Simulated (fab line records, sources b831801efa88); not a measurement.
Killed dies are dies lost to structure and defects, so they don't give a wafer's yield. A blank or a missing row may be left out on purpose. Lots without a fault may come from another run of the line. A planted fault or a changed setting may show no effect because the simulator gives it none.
A struck lot beside a sound one | flow sky130 | 18 steps out of a route of 708
Sound: wafers L826.2, L826.4, L826.6. Struck: wafers L823.1, L823.2, L823.4. The cause comes at the end.
At each step with rows: each side's tool, then ch and its chambers, then its first start. Under that, the readings that differ: sound wafers | struck wafers | difference of the means | sigmas: that difference in standard deviations of wafers without a fault.
alike: readings whose means differ by less than 2 such deviations, and words and numbers that are the same on both sides. not compared: withheld readings, readings that some wafer has no value for, bounds like >300 that may hide the same value, and numbers for which the record gives no deviation and whose values overlap.
The two part at a step that has a row with sigmas, a row that says differs or no value, or rows on one side only. Numbers that don't overlap but have no deviation are shown without sigmas and don't part them. A reading that every wafer of one side lacks parts them only if that side has two wafers or more.

first, 3 steps without rows for these wafers: SKY_VT_ADJUST_HVTR_EXPOSE_04 (exposes mask HVTRM, target cd 380 nm); SKY_VT_ADJUST_HVTR_PEB_05; SKY_VT_ADJUST_HVTR_DEVELOP_06 (develop time 60 s).
SKY_VT_ADJUST_HVTR_CD_MEAS_07: target cd 380 nm.
  sound on cd_sem-01, day 13 06:43; struck on cd_sem-02, day 12 14:57
  alike: cd_nm
SKY_VT_ADJUST_HVTR_OVL_MEAS_08:
  sound on overlay-01, day 13 06:49; struck on overlay-02, day 12 15:04
  alike: VT_ADJUST_HVTR_OVL
then, 1 step without rows for these wafers: SKY_VT_ADJUST_HVTR_IMPLANT_09.
SKY_VT_ADJUST_HVTR_STRIP_10: strips in O2/N2.
  sound on plasma_asher-04 ch 0,1, day 13 07:00; struck on plasma_asher-03 ch 0,1, day 12 15:15
  reading                     | sound       | struck      | difference | sigmas
  drypump_motor_current_A (A) | 6.8 6.3 6.8 | 5.6 5.4 5.5 | -1.1       | -2
  alike: oes_product_au, strip_time_to_endpoint_s
  not compared: rf_hours_counter_h
SKY_VT_ADJUST_HVTR_TW_MEAS_11:
  sound on film_metro-02, day 13 07:07; struck on film_metro-03, day 12 15:21
  alike: VT_ADJUST_HVTR_TW
then, 4 steps without rows for these wafers: SKY_VT_ADJUST_PCH_DEHYDRATE_00 (time 60 s); SKY_VT_ADJUST_PCH_HMDS_01 (prime time 60 s); SKY_VT_ADJUST_PCH_COAT_02 (resist thk 3000 nm); SKY_VT_ADJUST_PCH_SOFTBAKE_03.
SKY_VT_ADJUST_PCH_EXPOSE_04: exposes mask NWM, target cd 840 nm.
  sound on iline_stepper-01 ch 0, day 13 20:10; struck on iline_stepper-02 ch 0, day 13 04:03
  reading                               | sound                   | struck            | difference | sigmas
  model.VT_ADJUST_PCH.overlay_x_nm (nm) | -0.9666 -0.9666 -0.9666 | 133.6 133.6 133.6 | +134.6     |
  alike: mask, reticle_temp_C, stage_vel_mm_s
then, 2 steps without rows for these wafers: SKY_VT_ADJUST_PCH_PEB_05; SKY_VT_ADJUST_PCH_DEVELOP_06 (develop time 60 s).
SKY_VT_ADJUST_PCH_OVL_MEAS_07:
  sound on overlay-01, day 14 10:10; struck on overlay-01, day 13 17:00
  reading                | sound         | struck            | difference | sigmas
  VT_ADJUST_PCH_OVL (nm) | -1.0 -2.3 0.4 | 135.6 135.1 134.0 | +135.9     | +97
then, 1 step without rows for these wafers: SKY_VT_ADJUST_PCH_IMPLANT_08.
-- the record jumps here: 35 days lie between the struck wafers' starts before and after (it left off in module VT_ADJUST_PCH and takes up again in module PAD_OPEN, whose first step shown is number 708 of the route) --
SKY_PAD_OPEN_PROBE_99:
  the record has rows for the struck wafers here (prober-02, day 48 11:51) and none for the sound ones

WHERE THEY PART
First at SKY_VT_ADJUST_HVTR_STRIP_10; last, within this record, at SKY_PAD_OPEN_PROBE_99.

WHY: what the simulator had put in
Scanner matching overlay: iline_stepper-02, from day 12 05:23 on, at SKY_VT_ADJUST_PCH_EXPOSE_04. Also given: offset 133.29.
